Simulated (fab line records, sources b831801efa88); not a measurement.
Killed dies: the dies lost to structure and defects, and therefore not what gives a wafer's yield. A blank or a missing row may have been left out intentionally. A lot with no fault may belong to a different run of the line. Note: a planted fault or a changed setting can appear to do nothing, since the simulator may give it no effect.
A struck lot beside a sound one + flow gf180mcu + 47 steps out of a route of 602
Sound: wafers L572.2, L572.4, L572.5. The struck wafers were L578.2, L578.3, L578.6. Last of all comes the cause.
Each step with rows lists, per side, the tool, then ch with its chambers, then its first start. Under that, the readings that differ: sound wafers + struck wafers + difference of the means + sigmas: that difference in standard deviations of wafers without a fault.
alike: a reading whose means differ by less than 2 such deviations, as well as words and numbers matching on both sides. not compared: withheld readings; readings where some wafer has no value; bounds like >300 that might hide an equal value; numbers whose values overlap and for which the record gives no deviation.
A row with sigmas, a row that says differs or no value, or rows on one side alone: a step with any of these is where the two part. Numbers that have no deviation but don't overlap get no sigmas and don't part them. Lack of a reading on every wafer of one side parts them only where that side has two or more wafers.

first, 5 steps without rows for these wafers: GF_NWELL_COAT_02 (resist thk 3000 nm); GF_NWELL_SOFTBAKE_03; GF_NWELL_EXPOSE_04 (exposes mask Nwell, target cd 860 nm); GF_NWELL_PEB_05; GF_NWELL_DEVELOP_06 (develop time 60 s).
GF_NWELL_OVL_MEAS_07:
  sound on overlay-02, day 3 20:03; struck on overlay-01, day 4 18:11
  alike: NWELL_OVL
then, 2 steps without rows for these wafers: GF_NWELL_IMPLANT_08; GF_NWELL_IMPLANT_09.
GF_NWELL_STRIP_10: strips in O2/N2.
  sound on plasma asher-01 ch 0, day 3 20:23; struck on plasma asher-01 ch 0,1, day 4 18:31
  alike: chamber pressure mTorr, drypump motor current A, heater power w, oes product au, platen temp c, strip time to endpoint s
  not compared: rf hours counter h
GF_NWELL_TW_MEAS_11:
  sound on film metro-02, day 3 20:29; struck on film metro-01, day 4 18:38
  alike: NWELL_TW
then, 2 steps without rows for these wafers: GF_LVPWELL_DEHYDRATE_00 (time 60 s); GF_LVPWELL_HMDS_01 (prime time 60 s).
GF_LVPWELL_COAT_02: resist thk 3000 nm.
  struck on litho track-02, day 5 01:08; sound on litho track-02 ch 0, day 4 03:14
  no value came back on the struck wafers for chill plate temp C (C), dispense pressure kPa (kPa); on the sound wafers chill plate temp C (C) reads 22.97 23.14 22.98
then, 4 steps without rows for these wafers: GF_LVPWELL_SOFTBAKE_03; GF_LVPWELL_EXPOSE_04 (exposes mask LVPWELL, target cd 600 nm); GF_LVPWELL_PEB_05; GF_LVPWELL_DEVELOP_06 (develop time 60 s).
GF_LVPWELL_OVL_MEAS_07:
  sound on overlay-02, day 4 10:24; struck on overlay-01, day 5 08:37
| reading          | sound       | struck | difference                    | sigmas |
|------------------|-------------|--------|-------------------------------|--------|
| LVPWELL_OVL (nm) | 0.7 1.6 0.2 | - - -  | no value on the struck wafers |        |
then, 2 steps without rows for these wafers: GF_LVPWELL_IMPLANT_08; GF_LVPWELL_IMPLANT_09.
GF_LVPWELL_STRIP_10: strips in O2/N2.
  sound on plasma asher-01 ch 0,1, day 4 10:44; struck on plasma asher-01 ch 0,1, day 5 08:57
  no value came back on the struck wafers for oes product au (a.u.), strip time to endpoint s (s); on the sound wafers oes product au (a.u.) reads 0.725 0.722 0.726
  alike: chamber pressure mTorr, drypump motor current A, heater power w, platen temp c
  not compared: rf hours counter h
GF_LVPWELL_TW_MEAS_11:
  sound on film metro-03, day 4 10:50; struck on film metro-02, day 5 09:08
| reading    | sound       | struck      | difference | sigmas |
|------------|-------------|-------------|------------|--------|
| LVPWELL_TW | 566 568 566 | 546 544 544 | -22        | -2     |
then, 7 steps without rows for these wafers: GF_MVSD_DEHYDRATE_00 (time 60 s); GF_MVSD_HMDS_01 (prime time 60 s); GF_MVSD_COAT_02 (resist thk 3000 nm); GF_MVSD_SOFTBAKE_03; GF_MVSD_EXPOSE_04 (exposes mask MVSD, target cd 1000 nm); GF_MVSD_PEB_05; GF_MVSD_DEVELOP_06 (develop time 60 s).
GF_MVSD_OVL_MEAS_07:
  sound on overlay-02, day 5 00:22; struck on overlay-01, day 5 22:35
  alike: MVSD_OVL
then, 2 steps without rows for these wafers: GF_MVSD_IMPLANT_08; GF_MVSD_IMPLANT_09.
GF_MVSD_STRIP_10: strips in O2/N2.
  sound on plasma asher-02 ch 0,1, day 5 00:41; struck on plasma asher-03 ch 0, day 5 22:55
| reading           | sound                | struck               | difference | sigmas |
|-------------------|----------------------|----------------------|------------|--------|
| platen temp c (C) | 250.30 249.99 250.15 | 249.67 249.75 249.88 | -0.38      | -2     |
  alike: chamber pressure mTorr, drypump motor current A, heater power w, oes product au, strip time to endpoint s
  not compared: rf hours counter h
GF_MVSD_TW_MEAS_11:
  sound on film metro-01, day 5 00:48; struck on film metro-01, day 5 23:02
  alike: MVSD_TW
then, 7 steps without rows for these wafers: GF_MVPSD_DEHYDRATE_00 (time 60 s); GF_MVPSD_HMDS_01 (prime time 60 s); GF_MVPSD_COAT_02 (resist thk 3000 nm); GF_MVPSD_SOFTBAKE_03; GF_MVPSD_EXPOSE_04 (exposes mask MVPSD, target cd 1000 nm); GF_MVPSD_PEB_05; GF_MVPSD_DEVELOP_06 (develop time 60 s).
GF_MVPSD_OVL_MEAS_07:
  sound on overlay-01, day 5 15:00; struck on overlay-02, day 6 12:31
  alike: MVPSD_OVL
GF_MVPSD_TW_MEAS_11:
  sound on film metro-01, day 5 15:26; struck on film metro-03, day 6 12:58
| reading  | sound       | struck      | difference | sigmas |
|----------|-------------|-------------|------------|--------|
| MVPSD_TW | 545 551 546 | 699 698 700 | +152       | +15    |
GF_VT_IMPLANT_TW_MEAS_10:
  sound on film metro-01, day 6 05:20; struck on film metro-04, day 7 03:32
| reading       | sound       | struck      | difference | sigmas |
|---------------|-------------|-------------|------------|--------|
| VT_IMPLANT_TW | 556 559 559 | 684 686 688 | +128       | +22    |
GF_VT_IMPLANT_TW_MEAS_21:
  sound on film metro-02, day 6 18:41; struck on film metro-04, day 7 18:24
| reading         | sound          | struck         | difference | sigmas |
|-----------------|----------------|----------------|------------|--------|
| VT_IMPLANT_2_TW | 1172 1174 1175 | 1230 1225 1226 | +53        | +5     |
GF_VT_IMPLANT_TW_MEAS_32:
  sound on film metro-04, day 7 09:32; struck on film metro-04, day 8 10:30
| reading         | sound             | struck            | difference | sigmas      |
|-----------------|-------------------|-------------------|------------|-------------|
| VT_IMPLANT_3_TW | 265.0 265.6 264.1 | 566.7 566.8 569.8 | +302.9     | +99 or more |
GF_VT_IMPLANT_TW_MEAS_43:
  sound on film metro-01, day 8 01:00; struck on film metro-04, day 9 03:11
| reading         | sound       | struck      | difference | sigmas |
|-----------------|-------------|-------------|------------|--------|
| VT_IMPLANT_4_TW | 682 678 680 | 775 779 779 | +98        | +21    |

WHERE THEY PART
First at GF_LVPWELL_COAT_02; last, within this record, at GF_VT_IMPLANT_TW_MEAS_43.

WHY: what had been put in by the simulator
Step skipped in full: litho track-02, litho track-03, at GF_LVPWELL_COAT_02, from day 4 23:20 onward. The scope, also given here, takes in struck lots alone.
